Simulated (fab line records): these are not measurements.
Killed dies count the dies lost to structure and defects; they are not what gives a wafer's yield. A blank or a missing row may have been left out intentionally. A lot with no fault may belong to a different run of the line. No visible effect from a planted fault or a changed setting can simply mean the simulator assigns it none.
One fault through the eyes of 2 desks	flow sfqLine	numbers are kept per desk, each desk with only its own; the story behind them comes last

## AT THE METROLOGY DESK
Lot by lot, what the gauges showed, no matter which tool ran the lot: averages of those sampled wafers that carry a number. Marked OUT: a lot whose mean sits more than 4 standard deviations from the usual mean, which makes it out of limits; the brackets give that distance.
Columns: A = L0V_OVL at SFQ_L0V_OVL_MEAS_903, usual 2 nm; B = M0_NB_RS at SFQ_M0_RS_MEAS_904, usual 0.889 ohm/sq; C = M0_OVL at SFQ_M0_OVL_MEAS_906, usual -2 nm; D = I0_BOW at SFQ_I0_BOW_MEAS_907, usual 1 um; E = I0_OVL at SFQ_I0_OVL_MEAS_908, usual -1 nm; F = M8_BOW at SFQ_M8_BOW_MEAS_951, usual 6 um
lot	first seen here	A	B	C	D	E	F
L224	day 9 23:49	-4	0.894	-3	-8	-6	1
L225	day 10 07:00	6	0.882	-1	1	2	1
L227	day 10 20:12	2	0.916	10	9	5	6
L229	day 11 11:56	-2	0.923	-6	1	-10	14
L235	day 13 07:08	-9	0.876	-5	5	-5	22
L241	day 14 22:55	1	0.898	-14	-4	5	-4
This desk's finding: nothing out of limits on any of the 6 lots.

## FOR THE TOOL OWNER'S DESK: pvdSputter-06
The tool's own readings at SFQ_TRILAYER_M0_DEP_SPUTTER_019 (material Nb, target thk 200 nm, time 133.3 s): means of the sampled wafers that have a number, for each lot that ran on this tool. Marked OUT: a lot whose mean sits more than 4 standard deviations from the usual mean, which makes it out of limits; the brackets give that distance.
Columns: A = basePressurePa at SFQ_TRILAYER_M0_DEP_SPUTTER_019, usual 1.33e-06 Pa; B = substrateTempC at SFQ_TRILAYER_M0_DEP_SPUTTER_019, usual 20.00 C; C = throttleValvePct at SFQ_TRILAYER_M0_DEP_SPUTTER_019, usual 30.1 %
lot	first seen here	A	B	C
L224	day 10 00:54	1.25e-06	20.10	30.3
L227	day 10 21:07	1.36e-06	20.03	30.4
L229	day 11 12:53	1.40e-06	20.06	30.5
This desk's finding: nothing out of limits on any of the 3 lots.

## PUT TOGETHER
At the metrology desk, nothing out of limits was observed.
The desk of the tool owner found nothing out of limits.

## WHAT WAS PUT IN BY THE SIMULATOR
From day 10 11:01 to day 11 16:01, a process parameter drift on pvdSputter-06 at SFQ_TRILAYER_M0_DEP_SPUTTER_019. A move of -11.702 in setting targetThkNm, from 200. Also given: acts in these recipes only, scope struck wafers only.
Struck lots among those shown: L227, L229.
